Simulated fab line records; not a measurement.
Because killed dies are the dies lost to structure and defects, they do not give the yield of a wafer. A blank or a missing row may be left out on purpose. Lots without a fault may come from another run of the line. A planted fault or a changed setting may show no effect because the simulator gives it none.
Which tool did it? | flow sky130 | 6 lots with 18 wafers sampled at 2 steps, on a route of 708 steps

WHAT THE GAUGES READ, wafer by wafer
SKY_LDD_LDN_TW_MEAS_13.
lot  | measured     | on           | LDD_LDN_TW
L429 | day 23 16:30 | filmMetro-02 | 1468 1462 1476
L433 | day 24 21:12 | filmMetro-03 | 1474 1482 1480
L436 | day 26 09:59 | filmMetro-03 | 1484 1482 1483
L437 | day 26 20:04 | filmMetro-02 | 1466 1464 1466
L441 | day 28 01:07 | filmMetro-02 | 1350 1354 1356 1354 1353 1353
L444 | day 29 09:56 | filmMetro-02 | 1464 1463 1470

EACH LOT AND THE TOOL THAT RAN IT (in order: tool; ch and the chambers of the sampled wafers; start)
lot  | SKY_LDD_LDN_IMPLANT_08
L429 | implanter-01 ch 0, day 23 15:48
L433 | implanter-02 ch 0, day 24 20:30
L436 | implanter-01 ch 0, day 26 09:17
L437 | implanter-02 ch 0, day 26 19:22
L441 | implanter-02 ch 0, day 28 00:27
L444 | implanter-03 ch 0, day 29 09:14
- SKY_LDD_LDN_IMPLANT_08

THE ANSWER, worked out from the rows above alone
Rule: what is usual is taken from the lots themselves. The widest of any qualifying gaps counts: lots, ordered by their means at a reading, are off when they make up no more than a third of the lots, leave a main group of 4 or more, and stand apart from it by 3 or more times the standard deviation of that group's means. The tables above print the reading to a certain number of digits; a main group whose means all agree to those digits is not used. A lot without any number at a reading at which 4 lots or more have one is off too. Any other lot the step has rows for is counted as sound.
Off: at SKY_LDD_LDN_TW_MEAS_13 (LDD_LDN_TW), L441. The main group has a mean of 1472 with a standard deviation of 7.2.
If a tool, at a process step before that reading, ran all the lots that are off and no sound lot after the first of them, it fits. Those tools and the gauges at SKY_LDD_LDN_TW_MEAS_13 are tried in the same way. One fits: SKY_LDD_LDN_IMPLANT_08 on implanter-02. Its last sound lot is L437 (day 26 19:22), its first lot that is off L441 (day 28 00:27): a fault that began between those two fits.

WHAT HAD BEEN PUT IN BY THE SIMULATOR
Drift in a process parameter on implanter-02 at SKY_LDD_LDN_IMPLANT_08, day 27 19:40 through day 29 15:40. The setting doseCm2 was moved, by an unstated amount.
Struck lots among those shown: L441. The rule above reached the same finding.
